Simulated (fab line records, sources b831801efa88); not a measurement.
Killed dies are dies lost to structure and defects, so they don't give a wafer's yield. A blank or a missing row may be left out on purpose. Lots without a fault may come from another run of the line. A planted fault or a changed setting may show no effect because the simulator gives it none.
Which tool did it? | flow gf180mcu | 13 lots, 39 wafers sampled, at 6 steps of a route of 602

WHAT THE GAUGES READ, wafer by wafer
GF_SALICIDE_RS_MEAS_04: measures by four-point-probe. Usual: SALICIDE_TIN_RS 16.49 ohm/sq, standard deviation 0.29.
lot  | measured     | on            | SALICIDE_TIN_RS (ohm/sq) | flag
L161 | day 16 12:35 | film_metro-02 | 16.50 15.97 16.08        |
L162 | day 16 21:30 | film_metro-01 | 16.00 16.14 15.83        |
L164 | day 17 09:03 | film_metro-03 | 16.78 16.88 16.52        |
L165 | day 17 16:37 | film_metro-01 | 16.32 16.65 16.53        |
L166 | day 18 00:25 | film_metro-03 | 16.54 16.57 16.41        |
L167 | day 18 04:30 | film_metro-01 | 16.41 16.44 16.50        |
L169 | day 19 08:09 | film_metro-02 | 16.64 16.58 16.56        |
L173 | day 20 18:24 | film_metro-01 | 28.37 27.83 27.57        | OFF
L174 | day 20 22:24 | film_metro-03 | 27.93 27.90 27.84        | OFF
L178 | day 22 07:17 | film_metro-01 | 16.60 16.24 16.50        |
L179 | day 22 17:15 | film_metro-03 | 16.23 16.48 16.59        |
L180 | day 22 21:57 | film_metro-02 | 16.34 16.39 16.09        |
L181 | day 23 06:16 | film_metro-03 | 16.18 16.38 16.18        |

GF_SALICIDE_THK_MEAS_05: measures by xrf. Usual: SALICIDE_TIN_THK 20.19 nm, standard deviation 0.22.
lot  | measured     | on            | SALICIDE_TIN_THK (nm) | flag
L161 | day 16 12:43 | film_metro-02 | 20.01 20.21 20.30     |
L162 | day 16 21:37 | film_metro-01 | 20.24 20.24 20.37     |
L164 | day 17 09:09 | film_metro-03 | 20.16 19.98 20.20     |
L165 | day 17 16:43 | film_metro-01 | 19.96 20.12 20.05     |
L166 | day 18 00:31 | film_metro-03 | 20.29 20.32 20.30     |
L167 | day 18 04:37 | film_metro-01 | 20.27 20.19 20.16     |
L169 | day 19 08:16 | film_metro-02 | 20.13 20.15 20.19     |
L173 | day 20 18:31 | film_metro-01 | <0.00 <0.00 <0.00     | OFF
L174 | day 20 22:31 | film_metro-03 | <0.00 <0.00 <0.00     | OFF
L178 | day 22 07:24 | film_metro-01 | 19.77 20.09 20.06     |
L179 | day 22 17:22 | film_metro-03 | 20.30 20.53 20.34     |
L180 | day 22 22:04 | film_metro-02 | 20.49 20.28 20.36     |
L181 | day 23 06:23 | film_metro-03 | 20.10 20.16 19.89     |

GF_CONTACT_OVL_MEAS_15. Usual: CONTACT_OVL 10 nm, standard deviation 5.3.
lot  | measured     | on         | CONTACT_OVL (nm) | flag
L161 | day 17 12:10 | overlay-01 | 15 12 18         |
L162 | day 17 21:10 | overlay-02 | 14 4 7           |
L164 | day 18 09:38 | overlay-01 | 5 15 11          |
L165 | day 18 17:26 | overlay-02 | 9 14 9           |
L166 | day 19 01:38 | overlay-02 | 12 3 9           |
L167 | day 19 05:11 | overlay-01 | 13 10 16         |
L169 | day 20 10:04 | overlay-02 | 12 15 4          |
L178 | day 23 07:25 | overlay-02 | 14 13 14         |
L179 | day 23 17:22 | overlay-01 | 29 23 23         |
L180 | day 23 22:13 | overlay-01 | 3 -2 9           |
L181 | day 24 06:04 | overlay-01 | 12 4 3           |

GF_M1_THK_MEAS_06: measures by xrf. Usual: M1_ALCU_THK 442 nm, standard deviation 4.3.
lot  | measured     | on            | M1_ALCU_THK (nm) | flag
L161 | day 17 13:41 | film_metro-01 | 437 434 436      |
L162 | day 17 22:41 | film_metro-04 | 452 450 449      |
L164 | day 18 11:12 | film_metro-02 | 435 441 443      |
L165 | day 18 18:58 | film_metro-04 | 445 446 444      |
L166 | day 19 03:10 | film_metro-01 | 443 438 441      |
L167 | day 19 06:43 | film_metro-04 | 436 440 439      |
L169 | day 20 11:49 | film_metro-04 | 446 450 449      |
L178 | day 23 09:15 | film_metro-04 | 441 441 439      |
L179 | day 23 18:54 | film_metro-04 | 444 444 447      |
L180 | day 23 23:50 | film_metro-01 | 442 443 442      |
L181 | day 24 07:41 | film_metro-04 | 441 437 439      |

GF_M1_OVL_MEAS_15. Usual: M1_OVL -3 nm, standard deviation 5.5.
lot  | measured     | on         | M1_OVL (nm) | flag
L161 | day 18 13:03 | overlay-02 | -4 -6 -6    |
L162 | day 18 22:28 | overlay-02 | -7 -7 -2    |
L164 | day 19 11:31 | overlay-01 | 9 -1 -1     |
L165 | day 19 19:40 | overlay-01 | -12 6 -1    |
L166 | day 20 03:19 | overlay-01 | 0 -3 -6     |
L167 | day 20 06:52 | overlay-02 | -1 -11 -7   |
L169 | day 21 11:34 | overlay-01 | -2 0 -4     |
L178 | day 24 07:46 | overlay-02 | 3 -1 -11    |
L179 | day 24 16:55 | overlay-01 | -10 -4 3    |
L180 | day 24 21:49 | overlay-02 | -7 -2 -5    |
L181 | day 25 05:19 | overlay-01 | -10 3 -2    |

WHICH TOOL RAN EACH LOT (tool, then ch and the chambers of the sampled wafers, then the start)
lot  | GF_SALICIDE_SPUTTER_03
L161 | pvd_sputter-01, day 16 12:34
L162 | pvd_sputter-01, day 16 21:29
L164 | pvd_sputter-02, day 17 08:59
L165 | pvd_sputter-02, day 17 16:32
L166 | pvd_sputter-02, day 18 00:22
L167 | pvd_sputter-02, day 18 04:28
L169 | pvd_sputter-02, day 19 08:07
L173 | pvd_sputter-02, day 20 18:22
L174 | pvd_sputter-02, day 20 22:22
L178 | pvd_sputter-02, day 22 07:15
L179 | pvd_sputter-02, day 22 17:13
L180 | pvd_sputter-01, day 22 21:54
L181 | pvd_sputter-04, day 23 06:12
- GF_SALICIDE_SPUTTER_03: material TiN, target thk 20 nm, time 16.7 s.

WHAT THE TOOLS THEMSELVES READ (means of the sampled wafers that have a number; where no wafer has one, the mark that the record gives instead)
GF_SALICIDE_SPUTTER_03. Usual: cathode_dc_power_W 6500.0 W, standard deviation 1.2; chamber_pressure_pa 0.4000 Pa, standard deviation 0.00077; throttle_valve_pct 30.0 %, standard deviation 0.85.
lot  | tool           | cathode_dc_power_W (W) | chamber_pressure_pa (Pa) | throttle_valve_pct (%) | flag
L161 | pvd_sputter-01 | 6500.1                 | 0.4004                   | 29.7                   |
L162 | pvd_sputter-01 | 6499.8                 | 0.4002                   | 29.6                   |
L164 | pvd_sputter-02 | 6499.4                 | 0.3996                   | 30.0                   |
L165 | pvd_sputter-02 | 6500.5                 | 0.3998                   | 30.2                   |
L166 | pvd_sputter-02 | 6500.3                 | 0.4004                   | 29.5                   |
L167 | pvd_sputter-02 | 6500.3                 | 0.4006                   | 30.0                   |
L169 | pvd_sputter-02 | 6501.0                 | 0.4000                   | 30.0                   |
L173 | pvd_sputter-02 | -                      | -                        | -                      | OFF
L174 | pvd_sputter-02 | -                      | -                        | -                      | OFF
L178 | pvd_sputter-02 | 6501.0                 | 0.4000                   | 29.6                   |
L179 | pvd_sputter-02 | 6499.2                 | 0.3996                   | 29.6                   |
L180 | pvd_sputter-01 | 6500.8                 | 0.4003                   | 30.2                   |
L181 | pvd_sputter-04 | 6499.8                 | 0.4003                   | 30.2                   |

THE ANSWER, worked out from the rows above alone
Rule: a lot is off if the mean of its wafers that have a number lies more than 3 standard deviations from the usual mean. A lot without any number at a reading at which 4 lots or more have one is off too. The other lots that the step has rows for count as sound. The gauges are gone through in route order, then the tools' own readings, and for those a lot's mean is taken as printed above. The first step at which some lot is off is used, and at that step the reading that is off furthest; a lot without a number counts as furthest.
Off: L173, L174, at GF_SALICIDE_RS_MEAS_04 (SALICIDE_TIN_RS).
A tool fits if, at a process step before that reading, it ran every lot that is off, and no sound lot after the first of them. The gauges at GF_SALICIDE_RS_MEAS_04 aren't tried: what is off there is off at GF_SALICIDE_SPUTTER_03 too, on other tools, and a gauge's error can't cause that. None of those tried fits.

WHAT THE SIMULATOR HAD PUT IN
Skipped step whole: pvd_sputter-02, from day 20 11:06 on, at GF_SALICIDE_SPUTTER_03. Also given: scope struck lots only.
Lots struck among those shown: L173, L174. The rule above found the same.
